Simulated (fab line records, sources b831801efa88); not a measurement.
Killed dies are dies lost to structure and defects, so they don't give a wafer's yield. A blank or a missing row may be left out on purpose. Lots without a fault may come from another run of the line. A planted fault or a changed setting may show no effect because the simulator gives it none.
A struck lot beside a sound one | flow sky130 | 15 steps out of a route of 708
Sound: wafers L289.2, L289.5, L289.6. Struck: wafers L294.1, L294.3, L294.6. The cause comes at the end.
At each step with rows: each side's tool, then ch and its chambers, then its first start. Under that, the readings that differ: sound wafers | struck wafers | difference of the means | sigmas: that difference in standard deviations of wafers without a fault.
alike: readings whose means differ by less than 2 such deviations, and words and numbers that are the same on both sides. not compared: withheld readings, readings that some wafer has no value for, bounds like >300 that may hide the same value, and numbers for which the record gives no deviation and whose values overlap.
The two part at a step that has a row with sigmas, a row that says differs or no value, or rows on one side only. Numbers that don't overlap but have no deviation are shown without sigmas and don't part them. A reading that every wafer of one side lacks parts them only if that side has two wafers or more.

SKY_VIA2_ETCH_14: etches BARC in N2/H2, stops on SiO2, time 45.9 s, target depth 60 nm.
  sound on rie_diel-02 ch 1,2,3, day 39 18:16; struck on rie_diel-02 ch 1,3, day 41 13:49
  alike: chamber_pressure_mTorr, drypump_motor_current_A, oes_product_au, rf_fwd_power_W, throttle_valve_pct
  not compared: rf_hours_counter_h
then, 1 step without rows for these wafers: SKY_VIA2_ETCH_15 (etches SiO2 in C4F8/O2/Ar, stops on TiN, target depth 546 nm, time 84 s).
SKY_VIA2_STRIP_16: strips in O2/N2.
  sound on plasma_asher-03 ch 0,1, day 39 18:22; struck on plasma_asher-04 ch 0,1, day 41 13:55
  alike: chamber_pressure_mTorr, drypump_motor_current_A, oes_product_au, strip_time_to_endpoint_s
  not compared: rf_hours_counter_h
then, 4 steps without rows for these wafers: SKY_VIA2_STRIP_17 (strips in post etch residue remover, time 1200 s); SKY_VIA2_CLEAN_18 (cleans in IPA, time 180 s); SKY_VIA2_CLEAN_19 (cleans in O3/DIW); SKY_VIA2_SPUTTER_20 (material TiN, target thk 20 nm, time 80 s).
SKY_VIA2_CVD_21: deposits W, target thk 420 nm, time 126.4 s.
  sound on cvd_w-02 ch 0,1, day 39 19:02; struck on cvd_w-02 ch 0,1, day 41 14:37
  alike: heater_power_outer_w, heater_power_w
SKY_VIA2_RS_MEAS_22: measures by four-point-probe.
  sound on film_metro-03, day 39 19:11; struck on film_metro-01, day 41 14:46
  alike: VIA2_W_RS
SKY_VIA2_THK_MEAS_23: measures by xrf.
  sound on film_metro-03, day 39 19:18; struck on film_metro-01, day 41 14:53
  alike: VIA2_W_THK
SKY_VIA2_CMP_24: polishes, stops on SiO2, t overpolish 20 s, target thk 0 nm.
  sound on cmp-01 ch 0,1, day 39 19:21; struck on cmp-01 ch 0,1, day 41 14:57
  alike: motor_current_A, overpolish_run_s, platen_rpm, time_to_endpoint_s
SKY_METAL3_SPUTTER_00: material Ti, target thk 15 nm, time 10 s.
  sound on pvd_sputter-04, day 39 19:39; struck on pvd_sputter-02, day 41 15:15
  alike: chamber_pressure_pa, throttle_valve_pct
SKY_METAL3_SPUTTER_01: material TiN, target thk 20 nm, time 16.7 s.
  sound on pvd_sputter-04, day 39 19:40; struck on pvd_sputter-02, day 41 15:16
  reading                  | sound                | struck               | difference | sigmas
  chamber_pressure_pa (Pa) | 0.4006 0.4007 0.4000 | 0.3737 0.3732 0.3740 | -0.0268    | -36
  alike: throttle_valve_pct
then, 1 step without rows for these wafers: SKY_METAL3_SPUTTER_02 (material AlCu, target thk 735 nm, time 39.1 s).
-- the record jumps here: 8 days lie between the struck wafers' starts before and after (it left off in module METAL3 and takes up again in module PAD_OPEN, whose first step shown is number 708 of the route) --
SKY_PAD_OPEN_PROBE_99:
  the record has rows for the struck wafers here (prober-02, day 49 21:09) and none for the sound ones

WHERE THEY PART
First at SKY_METAL3_SPUTTER_01; last, within this record, at SKY_PAD_OPEN_PROBE_99.

WHY: what the simulator had put in
Process parameter drift: pvd_sputter-02, from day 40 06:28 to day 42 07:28, at SKY_METAL3_SPUTTER_01. Setting chamber_pressure_pa, moved by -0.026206, from 0.4. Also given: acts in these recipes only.
